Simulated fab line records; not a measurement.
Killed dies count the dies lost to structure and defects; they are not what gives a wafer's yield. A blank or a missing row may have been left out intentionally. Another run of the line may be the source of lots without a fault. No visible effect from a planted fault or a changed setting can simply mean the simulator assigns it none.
Chamber matching + flow gf180mcu + GF_V2_CVD_02 on pecvd-03: 3 sister chambers
The step deposits SiO2 from TEOS, target thk 850 nm, time 94.851 s. 6 wafers are shown with their chamber, then 7 later ones without.

## WAFERS WITH THEIR CHAMBER
| wafer  | chamber | heater power w (W) |
|--------|---------|--------------------|
| L083.1 | 2       | 800                |
| L087.1 | 1       | 708                |
| L087.3 | 0       | 616                |
| L087.6 | 1       | 716                |
| L091.1 | 0       | 605                |
| L091.3 | 2       | 663                |

## WAFERS MISSING THEIR CHAMBER
| wafer  | heater power w (W) |
|--------|--------------------|
| L091.5 | 581                |
| L094.1 | 646                |
| L094.3 | 644                |
| L094.5 | 515                |
| L095.2 | 689                |
| L095.3 | 591                |
| L095.4 | 708                |

## WHICH CHAMBER EACH WENT THROUGH
| wafer  | from the rows above          | in truth |
|--------|------------------------------|----------|
| L091.5 | can't be placed: 0 or 1      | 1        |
| L094.1 | can't be placed: 0 or 1 or 2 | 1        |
| L094.3 | can't be placed: 0 or 1 or 2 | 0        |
| L094.5 | can't be placed: 0 or 1      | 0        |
| L095.2 | can't be placed: 1 or 2 or 0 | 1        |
| L095.3 | can't be placed: 0 or 1      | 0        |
| L095.4 | can't be placed: 1 or 2 or 0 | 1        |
Correctly placed: 0 of 7. Unplaceable from these rows: 7, with the true chamber sitting among the candidates in 7. 0 placed wrongly.
How it was worked out, from the rows above alone: a wafer's distance from a chamber is the root of the sum, over the readings, of the square of ((its reading less the chamber's mean) divided by the reading's scatter). The wafer belongs to the nearest chamber; if the next one is less than 2 further off, it can't be placed. For every chamber, the mean is computed from those of its wafers that are shown. How the scatter is found: for the shown wafers, subtract from each reading the mean of its chamber, square and add these, divide the total by (wafers less chambers), then take the root.
